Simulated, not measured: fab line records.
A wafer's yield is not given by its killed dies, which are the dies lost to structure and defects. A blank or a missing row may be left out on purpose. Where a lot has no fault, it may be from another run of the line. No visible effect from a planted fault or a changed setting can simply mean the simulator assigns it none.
Which tool is to blame? | flow sky130 | 13 lots with 39 wafers sampled at 5 steps, on a route of 708 steps

WHAT EACH GAUGE READ, for each wafer
SKY_NWELL_OVL_MEAS_23.
lot  | measured     | on         | NWELL_01_OVL (nm)
L626 | day 5 14:43  | overlay-02 | 1.0 1.3 0.8
L627 | day 5 15:04  | overlay-01 | -1.5 -1.4 -2.6
L629 | day 6 01:08  | overlay-01 | - - -
L638 | day 8 08:56  | overlay-02 | 1.0 0.3 0.5
L639 | day 8 15:19  | overlay-02 | 4.1 4.8 2.1
L641 | day 9 00:10  | overlay-01 | 1.4 2.8 2.9
L642 | day 9 07:47  | overlay-01 | 2.7 1.4 2.0
L643 | day 9 14:26  | overlay-02 | 0.4 0.7 1.0
L644 | day 10 00:28 | overlay-02 | 2.9 3.3 2.9
L646 | day 10 09:37 | overlay-01 | -1.0 -0.1 0.6
L647 | day 10 14:04 | overlay-01 | -0.6 -0.3 -1.0
L648 | day 10 22:08 | overlay-01 | -0.4 -0.7 0.9
L649 | day 11 04:55 | overlay-02 | 2.1 2.9 2.5

SKY_NWELL_TW_MEAS_26.
lot  | measured     | on            | NWELL_2_TW
L626 | day 5 15:00  | film_metro-03 | 490 488 491
L627 | day 5 15:21  | film_metro-03 | 491 489 490
L629 | day 6 01:26  | film_metro-04 | 30 30 30
L638 | day 8 09:13  | film_metro-03 | 488 485 488
L639 | day 8 15:37  | film_metro-03 | 486 486 488
L641 | day 9 00:28  | film_metro-04 | 490 491 490
L642 | day 9 08:04  | film_metro-03 | 487 487 488
L643 | day 9 14:44  | film_metro-04 | 488 490 491
L644 | day 10 00:45 | film_metro-04 | 489 491 494
L646 | day 10 09:55 | film_metro-03 | 487 487 488
L647 | day 10 14:22 | film_metro-02 | 493 492 489
L648 | day 10 22:25 | film_metro-03 | 486 486 485
L649 | day 11 05:13 | film_metro-03 | 488 491 485

TOOL THAT RAN EACH LOT (tool first, then ch and the chambers of the sampled wafers, then the start)
lot  | SKY_FIELD_ISO_ETCH_14             | SKY_DNWELL_STRIP_08                 | SKY_NWELL_EXPOSE_20
L626 | rie_diel-02 ch 1,2,3, day 2 07:32 | plasma_asher-04 ch 0,1, day 3 09:53 | iline_stepper-02 ch 0, day 5 06:04
L627 | rie_diel-01 ch 0,2,3, day 2 10:23 | plasma_asher-03 ch 0,1, day 3 11:56 | iline_stepper-01 ch 0, day 5 06:54
L629 | rie_diel-04 ch 0,1,2, day 2 20:10 | plasma_asher-02 ch 0,1, day 3 20:25 | iline_stepper-02 ch 0, day 5 15:35
L638 | rie_diel-04 ch 0,1,3, day 4 18:56 | plasma_asher-02 ch 0,1, day 5 20:25 | iline_stepper-02 ch 0, day 7 22:52
L639 | rie_diel-01 ch 1,3, day 5 00:53   | plasma_asher-03 ch 0,1, day 6 02:16 | iline_stepper-02 ch 0, day 8 04:32
L641 | rie_diel-02 ch 1,2,3, day 5 10:23 | plasma_asher-04 ch 0, day 6 11:16   | iline_stepper-02 ch 0, day 8 13:39
L642 | rie_diel-04 ch 0,1,3, day 5 15:59 | plasma_asher-02 ch 0,1, day 6 17:37 | iline_stepper-02 ch 0, day 8 21:23
L643 | rie_diel-02 ch 1,2,3, day 5 22:17 | plasma_asher-04 ch 0,1, day 6 23:56 | iline_stepper-01 ch 0, day 9 03:38
L644 | rie_diel-02 ch 0,1,3, day 6 05:05 | plasma_asher-03 ch 0,1, day 7 09:22 | iline_stepper-01 ch 0, day 9 13:43
L646 | rie_diel-01 ch 0,2,3, day 6 14:02 | plasma_asher-02 ch 0,1, day 7 16:40 | iline_stepper-01 ch 0, day 9 23:05
L647 | rie_diel-01 ch 0,2, day 6 19:02   | plasma_asher-04 ch 0,1, day 7 22:28 | iline_stepper-02 ch 0, day 10 03:26
L648 | rie_diel-02 ch 0,1,3, day 6 22:02 | plasma_asher-02 ch 0,1, day 8 04:07 | iline_stepper-02 ch 0, day 10 11:05
L649 | rie_diel-02 ch 1,2, day 7 05:41   | plasma_asher-02 ch 0,1, day 8 11:34 | iline_stepper-01 ch 0, day 10 18:42
- SKY_FIELD_ISO_ETCH_14: etches BARC in N2/H2, stops on SiO2, time 48.11 s, target depth 60 nm.
- SKY_DNWELL_STRIP_08: strips in O2/N2.
- SKY_NWELL_EXPOSE_20: exposes mask NWM COMPLEMENT, target cd 840 nm.

AS READ BY THE TOOLS THEMSELVES (means over the sampled wafers that have a number; for cases with no such wafer, the mark the record gives instead)
SKY_FIELD_ISO_ETCH_14.
lot  | tool        | drypump_motor_current_A (A) | oes_product_au (a.u.) | throttle_valve_pct (%)
L626 | rie_diel-02 | 6.1                         | 0.841                 | 13.216
L627 | rie_diel-01 | 5.3                         | 0.845                 | 13.229
L629 | rie_diel-04 | 5.9                         | 0.843                 | 13.223
L638 | rie_diel-04 | 5.7                         | 0.843                 | 13.226
L639 | rie_diel-01 | 5.6                         | 0.844                 | 13.230
L641 | rie_diel-02 | 6.1                         | 0.847                 | 13.218
L642 | rie_diel-04 | 5.7                         | 0.843                 | 13.224
L643 | rie_diel-02 | 6.1                         | 0.843                 | 13.225
L644 | rie_diel-02 | 5.6                         | 0.844                 | 13.224
L646 | rie_diel-01 | 5.3                         | 0.844                 | 13.224
L647 | rie_diel-01 | 5.2                         | 0.843                 | 13.229
L648 | rie_diel-02 | 5.6                         | 0.846                 | 13.226
L649 | rie_diel-02 | 6.2                         | 0.841                 | 13.224

SKY_DNWELL_STRIP_08.
lot  | tool            | drypump_motor_current_A (A) | oes_product_au (a.u.) | strip_time_to_endpoint_s (s)
L626 | plasma_asher-04 | 5.4                         | 0.719                 | 36.75
L627 | plasma_asher-03 | 6.4                         | 0.726                 | 37.03
L629 | plasma_asher-02 | 6.1                         | 0.721                 | 36.85
L638 | plasma_asher-02 | 6.1                         | 0.721                 | 36.85
L639 | plasma_asher-03 | 6.5                         | 0.725                 | 36.91
L641 | plasma_asher-04 | 5.5                         | 0.727                 | 36.81
L642 | plasma_asher-02 | 6.1                         | 0.719                 | 36.80
L643 | plasma_asher-04 | 5.5                         | 0.716                 | 36.88
L644 | plasma_asher-03 | 6.4                         | 0.725                 | 36.93
L646 | plasma_asher-02 | 6.0                         | 0.720                 | 36.87
L647 | plasma_asher-04 | 5.5                         | 0.720                 | 36.81
L648 | plasma_asher-02 | 6.0                         | 0.726                 | 36.83
L649 | plasma_asher-02 | 6.1                         | 0.722                 | 36.92

SKY_NWELL_EXPOSE_20.
lot  | tool             | focus_offset_nm (nm)
L626 | iline_stepper-02 | 0.6
L627 | iline_stepper-01 | 0.1
L629 | iline_stepper-02 | 0.0
L638 | iline_stepper-02 | 0.5
L639 | iline_stepper-02 | -0.5
L641 | iline_stepper-02 | 0.2
L642 | iline_stepper-02 | 0.4
L643 | iline_stepper-01 | 0.1
L644 | iline_stepper-01 | 0.1
L646 | iline_stepper-01 | 0.5
L647 | iline_stepper-02 | 0.2
L648 | iline_stepper-02 | -0.4
L649 | iline_stepper-01 | -0.9

THE ANSWER, worked out from the rows above alone
Rule: usual is defined by the lots themselves. Put in order of their means at a reading, lots are off if they are a third of the lots or fewer, leave a main group of 4 or more, and stand apart from it by a gap of 3 or more times the standard deviation of the main group's means; of several such gaps the widest counts. If all means in a main group match to the digits the tables above print for the reading, that group is not used. A lot without any number at a reading at which 4 lots or more have one is off too. All remaining lots with rows at the step are treated as sound. The gauges are gone through in route order, then the tools' own readings, and for those a lot's mean is taken as printed above. The first step at which some lot is off is used, and at that step the reading that is off furthest; a lot without a number counts as furthest.
Off: at SKY_NWELL_OVL_MEAS_23 (NWELL_01_OVL), L629. Without a number there: L629. Mean 1.1 nm and standard deviation 1.6 in the main group.
If a tool, at a process step before that reading, ran all the lots that are off and no sound lot after the first of them, it fits. Not tried: the gauges at SKY_NWELL_OVL_MEAS_23; whatever is off there is also off at SKY_NWELL_TW_MEAS_26, on other tools, and gauge error can't account for it. Not one of the candidates tried fits.

WHAT THE SIMULATOR HAD INSERTED
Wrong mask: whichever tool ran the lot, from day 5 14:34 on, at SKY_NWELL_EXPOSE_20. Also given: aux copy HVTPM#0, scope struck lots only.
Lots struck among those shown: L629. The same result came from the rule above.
